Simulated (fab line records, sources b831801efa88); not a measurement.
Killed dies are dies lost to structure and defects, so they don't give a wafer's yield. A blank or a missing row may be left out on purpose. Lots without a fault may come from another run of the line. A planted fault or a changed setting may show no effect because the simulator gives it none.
Which tool did it? | flow gf180mcu | 11 lots, 33 wafers sampled, at 5 steps of a route of 602

WHAT THE GAUGES READ, wafer by wafer
GF_POLY_GATE_THK_MEAS_01.
lot  | measured     | on            | POLY_GATE_CVD_00_THK (nm)
L729 | day 9 08:06  | film_metro-03 | 199.2 200.4 200.0
L730 | day 9 15:29  | film_metro-03 | 200.7 198.8 199.9
L731 | day 9 18:49  | film_metro-04 | 202.2 202.6 200.7
L734 | day 10 18:40 | film_metro-01 | 200.5 200.8 201.3
L736 | day 11 11:56 | film_metro-01 | 196.2 197.1 198.8
L739 | day 12 03:38 | film_metro-01 | 201.7 200.9 201.5
L740 | day 12 16:55 | film_metro-03 | 197.6 196.6 197.6
L741 | day 12 20:44 | film_metro-03 | 163.4 165.5 164.8
L742 | day 13 06:51 | film_metro-03 | 169.3 169.0 167.5
L744 | day 13 20:00 | film_metro-04 | 167.7 166.4 168.1
L748 | day 14 23:24 | film_metro-04 | 194.9 198.1 195.5

GF_NSD_TW_MEAS_12.
lot  | measured     | on            | NSD_TW
L729 | day 14 09:13 | film_metro-02 | 4265 4255 4261
L730 | day 14 16:38 | film_metro-01 | 4234 4250 4265
L731 | day 14 21:28 | film_metro-04 | 4316 4280 4325
L734 | day 16 03:06 | film_metro-04 | 4305 4313 4333
L736 | day 16 22:37 | film_metro-02 | 4264 4275 4262
L739 | day 17 19:40 | film_metro-02 | 4262 4237 4240
L740 | day 18 11:22 | film_metro-01 | 4187 4198 4217
L741 | day 18 17:55 | film_metro-01 | 4191 4231 4224
L742 | day 19 05:02 | film_metro-04 | 4294 4312 4327
L744 | day 19 19:29 | film_metro-02 | 4242 4257 4261
L748 | day 21 00:59 | film_metro-04 | 4273 4304 4281

WHICH TOOL RAN EACH LOT (tool, then ch and the chambers of the sampled wafers, then the start)
lot  | GF_DUAL_GATE_STRIP_13                | GF_POLY_GATE_CVD_00         | GF_POLY_GATE_ETCH_13
L729 | plasma_asher-02 ch 0,1, day 9 05:01  | lpcvd-01 ch 0, day 9 06:43  | rie_si-02 ch 0,1,2, day 10 01:19
L730 | plasma_asher-01 ch 0,1, day 9 12:23  | lpcvd-01 ch 1, day 9 14:07  | rie_si-02 ch 1,2,3, day 10 09:02
L731 | plasma_asher-01 ch 0,1, day 9 15:46  | lpcvd-02 ch 1, day 9 17:29  | rie_si-02 ch 0,1,3, day 10 12:31
L734 | plasma_asher-02 ch 0,1, day 10 15:26 | lpcvd-02 ch 0, day 10 17:20 | rie_si-02 ch 0,1,3, day 11 12:31
L736 | plasma_asher-03 ch 0,1, day 11 08:53 | lpcvd-01 ch 0, day 11 10:35 | rie_si-01 ch 1,2, day 12 07:34
L739 | plasma_asher-01 ch 0,1, day 12 00:37 | lpcvd-02 ch 1, day 12 02:17 | rie_si-01 ch 1,2,3, day 12 23:16
L740 | plasma_asher-02 ch 1, day 12 13:11   | lpcvd-01 ch 0, day 12 14:55 | rie_si-01 ch 0,2,3, day 13 13:22
L741 | plasma_asher-02 ch 0,1, day 12 17:41 | lpcvd-01 ch 1, day 12 19:24 | rie_si-01 ch 0,1,2, day 13 17:13
L742 | plasma_asher-01 ch 0,1, day 13 02:08 | lpcvd-01 ch 1, day 13 05:29 | rie_si-02 ch 1,2, day 14 03:20
L744 | plasma_asher-03 ch 0,1, day 13 16:26 | lpcvd-01 ch 0, day 13 18:40 | rie_si-01 ch 0,2, day 14 16:40
L748 | plasma_asher-02 ch 0,1, day 14 20:22 | lpcvd-02 ch 1, day 14 22:04 | rie_si-02 ch 1,2,3, day 15 21:46
- GF_DUAL_GATE_STRIP_13: strips in O2/N2.
- GF_POLY_GATE_CVD_00: deposits poly-Si, target thk 200 nm, time 1200 s.
- GF_POLY_GATE_ETCH_13: etches poly-Si in HBr/Cl2, stops on SiO2, target depth 198.5 nm, time 69.6 s.

WHAT THE TOOLS THEMSELVES READ (means of the sampled wafers that have a number; where no wafer has one, the mark that the record gives instead)
GF_DUAL_GATE_STRIP_13.
lot  | tool            | chamber_pressure_mTorr (mTorr) | drypump_motor_current_A (A) | heater_power_w (W) | oes_product_au (a.u.) | strip_time_to_endpoint_s (s)
L729 | plasma_asher-02 | 1501.0                         | 5.9                         | 318                | 0.717                 | 12.595
L730 | plasma_asher-01 | 1499.1                         | 5.8                         | 348                | 0.717                 | 12.641
L731 | plasma_asher-01 | 1500.1                         | 5.9                         | 372                | 0.718                 | 12.626
L734 | plasma_asher-02 | 1498.9                         | 5.6                         | 325                | 0.713                 | 12.604
L736 | plasma_asher-03 | 1499.3                         | 5.7                         | 363                | 0.712                 | 12.603
L739 | plasma_asher-01 | 1499.7                         | 5.9                         | 375                | 0.719                 | 12.594
L740 | plasma_asher-02 | 1502.5                         | 5.3                         | 344                | 0.719                 | 12.629
L741 | plasma_asher-02 | 1499.7                         | 5.7                         | 331                | 0.714                 | 12.583
L742 | plasma_asher-01 | 1499.1                         | 5.9                         | 372                | 0.719                 | 12.604
L744 | plasma_asher-03 | 1499.3                         | 5.5                         | 372                | 0.715                 | 12.611
L748 | plasma_asher-02 | 1500.1                         | 5.6                         | 320                | 0.717                 | 12.588

GF_POLY_GATE_CVD_00.
lot  | tool     | spike_tc_centre_C (C) | spike_tc_lower_C (C) | spike_tc_top_C (C) | spike_tc_upper_C (C) | zone_power_upper_pct (%)
L729 | lpcvd-01 | 621.3                 | 620.1                | 637.3              | 619.4                | 8.3
L730 | lpcvd-01 | 621.3                 | 620.2                | 639.6              | 620.7                | 8.9
L731 | lpcvd-02 | 618.2                 | 621.8                | 640.7              | 618.0                | 9.7
L734 | lpcvd-02 | 621.9                 | 620.0                | 637.8              | 620.4                | 9.6
L736 | lpcvd-01 | 620.8                 | 619.7                | 637.5              | 618.7                | 8.2
L739 | lpcvd-02 | 619.3                 | 620.7                | 641.2              | 617.7                | 9.6
L740 | lpcvd-01 | 621.2                 | 621.1                | 636.5              | 619.7                | 8.2
L741 | lpcvd-01 | 615.1                 | 611.8                | 631.9              | 611.4                | 8.6
L742 | lpcvd-01 | 615.2                 | 612.0                | 633.4              | 611.6                | 8.6
L744 | lpcvd-01 | 613.0                 | 611.8                | 630.1              | 611.6                | 8.0
L748 | lpcvd-02 | 619.2                 | 622.0                | 641.3              | 618.0                | 9.6

GF_POLY_GATE_ETCH_13.
lot  | tool      | chamber_pressure_mTorr (mTorr) | drypump_motor_current_A (A) | oes_product_au (a.u.) | throttle_valve_pct (%)
L729 | rie_si-02 | 9.987                          | 5.7                         | 0.991                 | 33.678
L730 | rie_si-02 | 10.002                         | 5.4                         | 0.994                 | 33.689
L731 | rie_si-02 | 9.991                          | 5.5                         | 0.995                 | 33.677
L734 | rie_si-02 | 10.003                         | 5.4                         | 0.996                 | 33.683
L736 | rie_si-01 | 9.995                          | 5.8                         | 0.986                 | 33.679
L739 | rie_si-01 | 10.005                         | 5.5                         | 0.994                 | 33.676
L740 | rie_si-01 | 10.003                         | 5.7                         | 0.995                 | 33.682
L741 | rie_si-01 | 9.999                          | 5.6                         | 0.871                 | 33.681
L742 | rie_si-02 | 10.004                         | 5.6                         | 0.886                 | 33.686
L744 | rie_si-01 | 10.002                         | 5.9                         | 0.881                 | 33.687
L748 | rie_si-02 | 9.996                          | 5.4                         | 0.985                 | 33.682

THE ANSWER, worked out from the rows above alone
Rule: what is usual is taken from the lots themselves. Put in order of their means at a reading, lots are off if they are a third of the lots or fewer, leave a main group of 4 or more, and stand apart from it by a gap of 3 or more times the standard deviation of the main group's means; of several such gaps the widest counts. A main group whose means are all the same, to the digits that the tables above print for the reading, isn't used. A lot without any number at a reading at which 4 lots or more have one is off too. The other lots that the step has rows for count as sound. The gauges are gone through in route order, then the tools' own readings, and for those a lot's mean is taken as printed above. The first step at which some lot is off is used, and at that step the reading that is off furthest; a lot without a number counts as furthest.
Off: L741, L742, L744, at GF_POLY_GATE_THK_MEAS_01 (POLY_GATE_CVD_00_THK). The main group: mean 199.3 nm, standard deviation 2.
A tool fits if, at a process step before that reading, it ran every lot that is off, and no sound lot after the first of them. The gauges at GF_POLY_GATE_THK_MEAS_01 aren't tried: what is off there is off at GF_POLY_GATE_CVD_00 too, on other tools, and a gauge's error can't cause that. One fits: lpcvd-01 at GF_POLY_GATE_CVD_00. Its last sound lot is L740 (day 12 14:55), its first lot that is off L741 (day 12 19:24): a fault that began between those two fits.
The tool's own readings at GF_POLY_GATE_CVD_00 bear it out: on the lots that are off they differ by more than 5 times the standard deviation of the sound lots' means. spike_tc_lower_C reads 611.9 C there against 620.7 C on the sound lots; spike_tc_upper_C reads 611.5 C there against 619.1 C on the sound lots.

WHAT THE SIMULATOR HAD PUT IN
Process parameter drift: lpcvd-01, from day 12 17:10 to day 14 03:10, at GF_POLY_GATE_CVD_00. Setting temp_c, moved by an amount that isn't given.
Lots struck among those shown: L741, L742, L744. The rule above found the same.
